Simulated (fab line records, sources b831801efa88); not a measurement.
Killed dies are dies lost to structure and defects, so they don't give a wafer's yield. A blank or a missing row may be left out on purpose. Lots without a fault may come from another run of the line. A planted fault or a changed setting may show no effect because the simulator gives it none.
One fault seen from 2 desks | flow sky130 | each desk has only its own numbers; what lay behind them comes last

THE METROLOGY DESK
What the gauges read, lot by lot, whatever tool the lot ran on: means of the sampled wafers that have a number. A lot is out of limits, marked OUT, if its mean lies more than 4 standard deviations from the usual mean; the brackets give that distance.
Columns: A = cd_nm at SKY_LI_CONTACT_CD_MEAS_12, usual 169.6 nm; B = LI_CONTACT_W_RS at SKY_LI_CONTACT_RS_MEAS_22, usual 0.284 ohm/sq; C = LI_CONTACT_W_THK at SKY_LI_CONTACT_THK_MEAS_23, usual 414 nm
lot  | first seen here | A     | B                | C
L941 | day 29 08:23    | 170.4 | 0.281            | 421
L943 | day 30 04:20    | 171.7 | 0.282            | 417
L946 | day 31 09:11    | 170.4 | 0.283            | 410
L948 | day 31 18:03    | 168.9 | 0.286            | 412
L949 | day 32 00:05    | 168.1 | 0.282            | 422
L950 | day 32 06:04    | 170.5 | 0.282            | 421
L951 | day 32 17:25    | 167.1 | 0.282            | 410
L954 | day 33 16:32    | 171.4 | 0.297 (+4.3) OUT | 397
L955 | day 33 21:01    | 167.2 | 0.299 (+4.9) OUT | 384 (-5.3) OUT
L962 | day 36 02:27    | 170.0 | 0.287            | 414
L963 | day 36 14:06    | 169.5 | 0.283            | 420
This desk's finding: out of limits on L954, L955; first on L954, day 33 17:23 (LI_CONTACT_W_RS at SKY_LI_CONTACT_RS_MEAS_22). In limits: L941, L943, L946, L948, L949, L950, L951, L962, L963.

THE TOOL OWNER'S DESK: cvd_w-01
The tool's own readings at SKY_LI_CONTACT_CVD_21 (deposits W, target thk 400 nm, time 120.56 s): means of the sampled wafers that have a number, for each lot that ran on this tool. A lot is out of limits, marked OUT, if its mean lies more than 4 standard deviations from the usual mean; the brackets give that distance.
Columns: A = chamber_pressure_Torr at SKY_LI_CONTACT_CVD_21, usual 39.99 Torr; B = heater_power_w at SKY_LI_CONTACT_CVD_21, usual 801 W
lot  | first seen here | A               | B
L946 | day 31 09:53    | 39.97           | 692
L948 | day 31 18:46    | 40.02           | 692
L950 | day 32 06:47    | 39.91           | 708
L954 | day 33 17:14    | 36.63 (-43) OUT | 714
L955 | day 33 21:44    | 36.64 (-42) OUT | 694
This desk's finding: out of limits on L954, L955; first on L954, day 33 17:14 (chamber_pressure_Torr at SKY_LI_CONTACT_CVD_21). In limits: L946, L948, L950.

PUT TOGETHER
The tool owner's desk could have raised an alarm at day 33 17:14, on L954, L955.
The metrology desk could have raised an alarm at day 33 17:23, on L954, L955.
Of the lots named, all ran SKY_LI_CONTACT_CVD_21 on cvd_w-01.

WHAT THE SIMULATOR HAD PUT IN
Process parameter drift: cvd_w-01, from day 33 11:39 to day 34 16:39, at SKY_LI_CONTACT_CVD_21. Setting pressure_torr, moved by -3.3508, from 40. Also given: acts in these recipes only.
Lots struck among those shown: L954, L955.
Hours from the fault's start to each desk's first reading out of limits: the tool owner's desk, 6; the metrology desk, 6.
